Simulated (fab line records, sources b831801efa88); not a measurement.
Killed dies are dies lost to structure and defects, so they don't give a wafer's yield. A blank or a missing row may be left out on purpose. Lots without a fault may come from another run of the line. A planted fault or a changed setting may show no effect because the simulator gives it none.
Which tool did it? | flow sky130 | 13 lots, 39 wafers sampled, at 4 steps of a route of 708

WHAT THE GAUGES READ, wafer by wafer
SKY_GATE_OXIDE_TW_MEAS_14.
lot  | measured     | on            | GATE_OXIDE_TW
L464 | day 14 18:11 | film_metro-04 | 225.6 225.6 224.4
L467 | day 16 01:43 | film_metro-01 | 226.4 224.8 224.9
L466 | day 16 02:04 | film_metro-04 | 223.1 223.4 224.2
L469 | day 16 12:38 | film_metro-03 | 220.7 220.5 221.4
L470 | day 16 17:47 | film_metro-03 | 221.6 221.1 221.8
L472 | day 17 13:06 | film_metro-04 | 224.2 224.4 224.5
L473 | day 17 21:13 | film_metro-04 | 224.2 223.7 225.7
L475 | day 18 06:14 | film_metro-03 | 221.7 220.8 222.1
L477 | day 18 22:05 | film_metro-04 | 222.4 223.8 223.1
L482 | day 20 14:22 | film_metro-01 | 225.8 224.9 225.5
L483 | day 21 03:07 | film_metro-03 | 220.4 218.7 219.5
L484 | day 21 05:43 | film_metro-01 | 224.6 224.1 224.9
L485 | day 21 10:40 | film_metro-03 | 219.9 219.2 219.1

SKY_LDD_HVN_TW_MEAS_10.
lot  | measured     | on            | LDD_HVN_TW
L464 | day 21 14:34 | film_metro-02 | 1423 1421 1413
L467 | day 22 20:45 | film_metro-04 | 1444 1439 1430
L466 | day 22 21:34 | film_metro-04 | 1439 1442 1441
L469 | day 23 07:46 | film_metro-04 | 1448 1439 1434
L470 | day 23 11:53 | film_metro-04 | 1434 1431 1431
L472 | day 24 05:09 | film_metro-02 | 1427 1425 1418
L473 | day 24 17:49 | film_metro-04 | 1444 1437 1445
L475 | day 24 22:11 | film_metro-02 | 1428 1423 1418
L477 | day 25 14:35 | film_metro-02 | 1421 1424 1429
L482 | day 27 04:46 | film_metro-02 | 1432 1449 1433
L483 | day 27 19:46 | film_metro-02 | 1438 1430 1430
L484 | day 27 21:37 | film_metro-04 | 1443 1438 1447
L485 | day 28 05:31 | film_metro-02 | 1448 1430 1437

WHICH TOOL RAN EACH LOT (tool, then ch and the chambers of the sampled wafers, then the start)
lot  | SKY_GATE_OXIDE_STRIP_13              | SKY_LDD_N_IMPLANT_09
L464 | plasma_asher-01 ch 0,1, day 14 18:07 | implanter-03 ch 0, day 19 00:01
L467 | plasma_asher-02 ch 0,1, day 16 01:37 | implanter-03 ch 0, day 20 06:28
L466 | plasma_asher-04 ch 0,1, day 16 01:58 | implanter-04 ch 0, day 20 06:31
L469 | plasma_asher-01 ch 0,1, day 16 12:31 | implanter-03 ch 0, day 20 17:05
L470 | plasma_asher-01 ch 0,1, day 16 17:41 | implanter-03 ch 0, day 20 21:35
L472 | plasma_asher-01 ch 0,1, day 17 13:00 | implanter-03 ch 0, day 21 16:04
L473 | plasma_asher-01 ch 0,1, day 17 21:07 | implanter-03 ch 0, day 22 03:57
L475 | plasma_asher-02 ch 0,1, day 18 06:08 | implanter-03 ch 0, day 22 09:14
L477 | plasma_asher-01 ch 0,1, day 18 21:59 | implanter-03 ch 0, day 23 00:54
L482 | plasma_asher-04 ch 0,1, day 20 14:16 | implanter-04 ch 0, day 24 16:37
L483 | plasma_asher-04 ch 0,1, day 21 03:01 | implanter-01 ch 0, day 25 07:00
L484 | plasma_asher-04 ch 0,1, day 21 05:37 | implanter-03 ch 0, day 25 08:48
L485 | plasma_asher-04 ch 0,1, day 21 10:34 | implanter-03 ch 0, day 25 15:57
- SKY_GATE_OXIDE_STRIP_13: strips in O2/N2.
- SKY_LDD_N_IMPLANT_09

WHAT THE TOOLS THEMSELVES READ (means of the sampled wafers that have a number; where no wafer has one, the mark that the record gives instead)
SKY_GATE_OXIDE_STRIP_13.
lot  | tool            | drypump_motor_current_A (A) | oes_product_au (a.u.) | strip_time_to_endpoint_s (s)
L464 | plasma_asher-01 | 5.60                        | 0.716                 | 14.29
L467 | plasma_asher-02 | 5.84                        | 0.715                 | 14.23
L466 | plasma_asher-04 | 5.60                        | 0.716                 | 14.24
L469 | plasma_asher-01 | 5.67                        | 0.714                 | 14.17
L470 | plasma_asher-01 | 5.62                        | 0.715                 | 14.19
L472 | plasma_asher-01 | 5.59                        | 0.713                 | 14.24
L473 | plasma_asher-01 | 5.69                        | 0.716                 | 14.25
L475 | plasma_asher-02 | 5.82                        | 0.713                 | 14.26
L477 | plasma_asher-01 | 5.60                        | 0.718                 | 14.23
L482 | plasma_asher-04 | 5.75                        | 0.712                 | 14.17
L483 | plasma_asher-04 | 5.74                        | 0.718                 | 14.21
L484 | plasma_asher-04 | 5.75                        | 0.716                 | 14.25
L485 | plasma_asher-04 | 5.57                        | 0.714                 | 14.19

SKY_LDD_N_IMPLANT_09.
lot  | tool         | beam_energy_keV | beam_on_s (s) | faraday_current_uA | rotation_deg (degrees)
L464 | implanter-03 | 20.001          | 10.06         | 421                | 113.02
L467 | implanter-03 | 19.997          | 10.10         | 417                | 112.96
L466 | implanter-04 | 20.000          | 9.94          | 426                | 113.03
L469 | implanter-03 | 19.999          | 10.06         | 421                | 112.99
L470 | implanter-03 | 19.993          | 9.79          | 431                | 113.05
L472 | implanter-03 | 20.008          | 9.91          | 426                | 112.98
L473 | implanter-03 | 17.887          | 11.38         | 372                | 113.01
L475 | implanter-03 | 17.895          | 11.21         | 376                | 113.01
L477 | implanter-03 | 17.898          | 11.20         | 377                | 112.99
L482 | implanter-04 | 20.002          | 9.97          | 424                | 112.97
L483 | implanter-01 | 20.002          | 9.99          | 423                | 113.00
L484 | implanter-03 | 20.000          | 10.12         | 417                | 112.97
L485 | implanter-03 | 19.996          | 9.99          | 423                | 113.03

THE ANSWER, worked out from the rows above alone
Rule: what is usual is taken from the lots themselves. Put in order of their means at a reading, lots are off if they are a third of the lots or fewer, leave a main group of 4 or more, and stand apart from it by a gap of 3 or more times the standard deviation of the main group's means; of several such gaps the widest counts. A main group whose means are all the same, to the digits that the tables above print for the reading, isn't used. A lot without any number at a reading at which 4 lots or more have one is off too. The other lots that the step has rows for count as sound. The gauges are gone through in route order, then the tools' own readings, and for those a lot's mean is taken as printed above. The first step at which some lot is off is used, and at that step the reading that is off furthest; a lot without a number counts as furthest.
Off: L473, L475, L477, at SKY_LDD_N_IMPLANT_09 (beam_energy_keV). The main group: mean 20.000, standard deviation 0.0038.
A tool fits if, at that step or a process step before it, it ran every lot that is off, and no sound lot after the first of them. None of those tried fits.

WHAT THE SIMULATOR HAD PUT IN
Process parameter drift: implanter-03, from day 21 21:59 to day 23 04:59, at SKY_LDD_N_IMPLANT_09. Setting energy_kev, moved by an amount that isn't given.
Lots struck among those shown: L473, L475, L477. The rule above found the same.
